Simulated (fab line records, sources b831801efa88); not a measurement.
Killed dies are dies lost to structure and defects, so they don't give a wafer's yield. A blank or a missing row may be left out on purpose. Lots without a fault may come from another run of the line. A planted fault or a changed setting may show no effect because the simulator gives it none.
Which tool did it? | flow sky130 | 13 lots, 39 wafers sampled, at 3 steps of a route of 708

WHAT THE GAUGES READ, wafer by wafer
The record holds no reading of a measuring or inspecting step that can be judged against a usual standard deviation.

WHICH TOOL RAN EACH LOT (tool, then ch and the chambers of the sampled wafers, then the start)
lot  | SKY_VIA2_ETCH_15                   | SKY_VIA2_STRIP_16                    | SKY_PAD_OPEN_PROBE_99
L449 | rie_diel-02 ch 0,3, day 36 08:34   | plasma_asher-02 ch 0,1, day 36 08:37 | -
L450 | rie_diel-03 ch 2,3, day 36 14:16   | plasma_asher-01 ch 0,1, day 36 14:22 | -
L451 | rie_diel-03 ch 0,2, day 37 03:05   | plasma_asher-01 ch 0,1, day 37 03:09 | -
L453 | rie_diel-02 ch 0,1,3, day 37 15:13 | plasma_asher-01 ch 0,1, day 37 15:16 | prober-02, day 46 20:40
L455 | rie_diel-03 ch 0,1,3, day 38 03:20 | plasma_asher-03 ch 0,1, day 38 03:24 | -
L454 | rie_diel-02 ch 0,2,3, day 38 05:07 | plasma_asher-03 ch 0,1, day 38 05:11 | -
L458 | rie_diel-04 ch 0,2,3, day 39 07:22 | plasma_asher-01 ch 0, day 39 07:26   | -
L461 | rie_diel-02 ch 0,1,2, day 40 01:10 | plasma_asher-02 ch 0, day 40 01:14   | prober-02, day 48 17:31
L466 | rie_diel-03 ch 0,2, day 41 19:07   | plasma_asher-02 ch 0, day 41 19:11   | -
L469 | rie_diel-03 ch 1,2,3, day 42 07:13 | plasma_asher-02 ch 0,1, day 42 07:17 | -
L470 | rie_diel-04 ch 1,2, day 42 14:28   | plasma_asher-02 ch 0,1, day 42 14:31 | -
L471 | rie_diel-03 ch 0,2,3, day 42 22:38 | plasma_asher-02 ch 0,1, day 42 22:42 | -
L472 | rie_diel-04 ch 1,2,3, day 43 02:20 | plasma_asher-01 ch 0,1, day 43 02:24 | -
- SKY_VIA2_ETCH_15: etches SiO2 in C4F8/O2/Ar, stops on TiN, target depth 546 nm, time 84 s.
- SKY_VIA2_STRIP_16: strips in O2/N2.
- SKY_PAD_OPEN_PROBE_99

WHAT THE TOOLS THEMSELVES READ (means of the sampled wafers that have a number; where no wafer has one, the mark that the record gives instead)
SKY_VIA2_ETCH_15. Usual: oes_product_au 0.940 a.u., standard deviation 0.0046.
lot  | tool        | oes_product_au (a.u.) | flag
L449 | rie_diel-02 | 0.939                 |
L450 | rie_diel-03 | 0.941                 |
L451 | rie_diel-03 | 0.945                 |
L453 | rie_diel-02 | 0.943                 |
L455 | rie_diel-03 | 0.941                 |
L454 | rie_diel-02 | 0.938                 |
L458 | rie_diel-04 | 0.944                 |
L461 | rie_diel-02 | 0.857                 | OFF
L466 | rie_diel-03 | 0.942                 |
L469 | rie_diel-03 | 0.942                 |
L470 | rie_diel-04 | 0.939                 |
L471 | rie_diel-03 | 0.940                 |
L472 | rie_diel-04 | 0.942                 |

SKY_VIA2_STRIP_16. Usual: drypump_motor_current_A 5.8 A, standard deviation 0.41; n2_flow_sccm 300.0 sccm, standard deviation 0.93; o2_flow_sccm 3000 sccm, standard deviation 8.1; oes_product_au 0.399 a.u., standard deviation 0.0047; strip_time_to_endpoint_s 4.053 s, standard deviation 0.021.
lot  | tool            | drypump_motor_current_A (A) | n2_flow_sccm (sccm) | o2_flow_sccm (sccm) | oes_product_au (a.u.) | strip_time_to_endpoint_s (s) | flag
L449 | plasma_asher-02 | 6.2                         | 300.3               | 3002                | 0.398                 | 4.046                        |
L450 | plasma_asher-01 | 5.4                         | 299.9               | 3000                | 0.398                 | 4.051                        |
L451 | plasma_asher-01 | 5.6                         | 300.3               | 3006                | 0.404                 | 4.050                        |
L453 | plasma_asher-01 | 5.4                         | 299.8               | 3003                | 0.399                 | 4.035                        |
L455 | plasma_asher-03 | 5.9                         | 299.9               | 2999                | 0.400                 | 4.057                        |
L454 | plasma_asher-03 | 5.9                         | 300.6               | 2994                | 0.400                 | 4.025                        |
L458 | plasma_asher-01 | 5.3                         | 299.1               | 3002                | 0.404                 | 4.070                        |
L461 | plasma_asher-02 | 6.6                         | 300.4               | 3005                | 0.406                 | 4.250                        | OFF
L466 | plasma_asher-02 | 6.6                         | 300.4               | 3004                | 0.396                 | 4.037                        |
L469 | plasma_asher-02 | 6.2                         | 299.7               | 2999                | 0.394                 | 4.043                        |
L470 | plasma_asher-02 | 6.2                         | 299.8               | 2997                | 0.400                 | 4.046                        |
L471 | plasma_asher-02 | 6.2                         | 299.7               | 3006                | 0.398                 | 4.035                        |
L472 | plasma_asher-01 | 5.4                         | 299.7               | 3003                | 0.398                 | 4.057                        |

SKY_PAD_OPEN_PROBE_99. Usual: defect_limited_yield 81.9 %, standard deviation 1.9; killed_at_M0_to_M3 45, standard deviation 7.3; killed_at_M4_up 3.2, standard deviation 1.8; killed_at_contacts 25, standard deviation 5.5; killed_at_front_end 15, standard deviation 4.2; killed_at_other 0.3, standard deviation 0.69; killed_dies 89, standard deviation 9.4; killed_on_rim 17, standard deviation 3.8; killed_open 49, standard deviation 6.6; killed_short 40, standard deviation 6.4; sort_bin_3_pad_short 0.9 %, standard deviation 0.43; sort_bin_5_function 10.7 %, standard deviation 1.5; sort_bin_6_memory 6.5 %, standard deviation 1.2; sort_n_pass 403, standard deviation 9.4; sort_yield_pct 81.9 %, standard deviation 1.9.
lot  | tool      | defect_limited_yield (%) | killed_at_M0_to_M3 | killed_at_M4_up | killed_at_contacts | killed_at_front_end | killed_at_other | killed_dies | killed_on_rim | killed_open | killed_short | sort_bin_3_pad_short (%) | sort_bin_5_function (%) | sort_bin_6_memory (%) | sort_n_pass | sort_yield_pct (%) | flag
L453 | prober-02 | 83.1                     | 40                 | 3.0             | 26                 | 14                  | 0.0             | 83          | 17            | 42          | 40           | 0.5                      | 10.2                    | 6.2                   | 409         | 83.1               |
L461 | prober-02 | 53.9                     | 185                | 2.7             | 25                 | 14                  | 0.7             | 227         | 44            | 49          | 44           | 0.8                      | 39.5                    | 5.8                   | 265         | 53.9               | OFF

THE ANSWER, worked out from the rows above alone
Rule: a lot is off if the mean of its wafers that have a number lies more than 3 standard deviations from the usual mean. A lot without any number at a reading at which 4 lots or more have one is off too. The other lots that the step has rows for count as sound. The gauges are gone through in route order, then the tools' own readings, and for those a lot's mean is taken as printed above. The first step at which some lot is off is used, and at that step the reading that is off furthest; a lot without a number counts as furthest.
Off: L461, at SKY_VIA2_ETCH_15 (oes_product_au).
A tool fits if, at that step or a process step before it, it ran every lot that is off, and no sound lot after the first of them. One fits: rie_diel-02 at SKY_VIA2_ETCH_15. Its last sound lot is L454 (day 38 05:07), its first lot that is off L461 (day 40 01:10): a fault that began between those two fits.
The tool's own readings at SKY_VIA2_ETCH_15 bear it out: on the lots that are off they differ by more than 5 times the standard deviation of the sound lots' means. oes_product_au reads 0.857 a.u. there against 0.941 a.u. on the sound lots.

WHAT THE SIMULATOR HAD PUT IN
Process parameter drift: rie_diel-02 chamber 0, from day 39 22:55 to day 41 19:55, at SKY_VIA2_ETCH_15. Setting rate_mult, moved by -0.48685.
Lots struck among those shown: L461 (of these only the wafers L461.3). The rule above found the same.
